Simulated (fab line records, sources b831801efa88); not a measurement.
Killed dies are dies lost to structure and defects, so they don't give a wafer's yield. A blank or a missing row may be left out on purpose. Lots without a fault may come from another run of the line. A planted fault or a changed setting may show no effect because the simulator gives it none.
Chamber matching | flow gf180mcu | GF_CONTACT_ETCH_16 on rie_diel-03: 4 sister chambers
The step etches BARC in N2/H2. 4 wafers are shown with their chamber, then 9 later ones without.

WAFERS WITH THEIR CHAMBER
wafer  | chamber | drypump_motor_current_A (A)
L796.3 | 3       | 4.8
L804.3 | 0       | 6.4
L804.4 | 1       | 5.9
L804.5 | 2       | 5.4

WAFERS WITHOUT THEIR CHAMBER
wafer  | drypump_motor_current_A (A)
L807.2 | 5.9
L807.5 | 5.4
L807.6 | 5.8
L808.1 | 5.8
L808.3 | 5.3
L808.6 | 6.5
L811.1 | 4.8
L811.4 | 6.4
L811.6 | 5.4

WHICH CHAMBER EACH WENT THROUGH
wafer  | from the rows above | in truth
L807.2 | 1                   | 1
L807.5 | 2                   | 2
L807.6 | 1                   | 1
L808.1 | 1                   | 1
L808.3 | 2                   | 2
L808.6 | 0                   | 0
L811.1 | 3                   | 3
L811.4 | 0                   | 0
L811.6 | 2                   | 2
Placed correctly: 9 of 9. Can't be placed from these rows: 0. Placed wrongly: 0.
How it was worked out, from the rows above alone: a wafer's distance from a chamber is the root of the sum, over the readings, of the square of ((its reading less the chamber's mean) divided by the reading's scatter). The wafer belongs to the nearest chamber; if the next one is less than 2 further off, it can't be placed. A chamber's mean is the mean of its shown wafers. The scatter: with one shown wafer a chamber, the root of the mean of the squares of how far each hidden wafer lies from its nearest shown one.
